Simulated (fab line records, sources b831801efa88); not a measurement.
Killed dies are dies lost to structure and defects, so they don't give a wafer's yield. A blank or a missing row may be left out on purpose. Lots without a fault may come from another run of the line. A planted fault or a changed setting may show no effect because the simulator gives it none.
Chamber matching | flow sky130 | SKY_VIA2_HDPCVD_00 on hdpcvd-01: 3 sister chambers
The step deposits SiO2, target thk 1180 nm, time 196.7 s. 3 wafers are shown with their chamber, then 8 later ones without.

WAFERS WITH THEIR CHAMBER
wafer  | chamber | run_length_s (s)
L556.1 | 0       | 224.8
L566.6 | 2       | 225.2
L569.2 | 1       | 224.3

WAFERS WITHOUT THEIR CHAMBER
wafer  | run_length_s (s)
L569.3 | 224.8
L569.6 | 225.5
L570.2 | 224.7
L570.3 | 225.4
L570.6 | 224.9
L572.1 | 225.0
L572.3 | 225.9
L572.5 | 224.4

WHICH CHAMBER EACH WENT THROUGH
wafer  | from the rows above          | in truth
L569.3 | can't be placed: 0 or 2 or 1 | 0
L569.6 | can't be placed: 2 or 0      | 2
L570.2 | can't be placed: 0 or 1 or 2 | 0
L570.3 | can't be placed: 2 or 0      | 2
L570.6 | can't be placed: 0 or 2 or 1 | 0
L572.1 | can't be placed: 0 or 2 or 1 | 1
L572.3 | can't be placed: 2 or 0      | 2
L572.5 | can't be placed: 1 or 0      | 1
Placed correctly: 0 of 8. Can't be placed from these rows: 8 (the true chamber is among the candidates in 8). Placed wrongly: 0.
How it was worked out, from the rows above alone: a wafer's distance from a chamber is the root of the sum, over the readings, of the square of ((its reading less the chamber's mean) divided by the reading's scatter). The wafer belongs to the nearest chamber; if the next one is less than 2 further off, it can't be placed. A chamber's mean is the mean of its shown wafers. The scatter: with one shown wafer a chamber, the root of the mean of the squares of how far each hidden wafer lies from its nearest shown one.
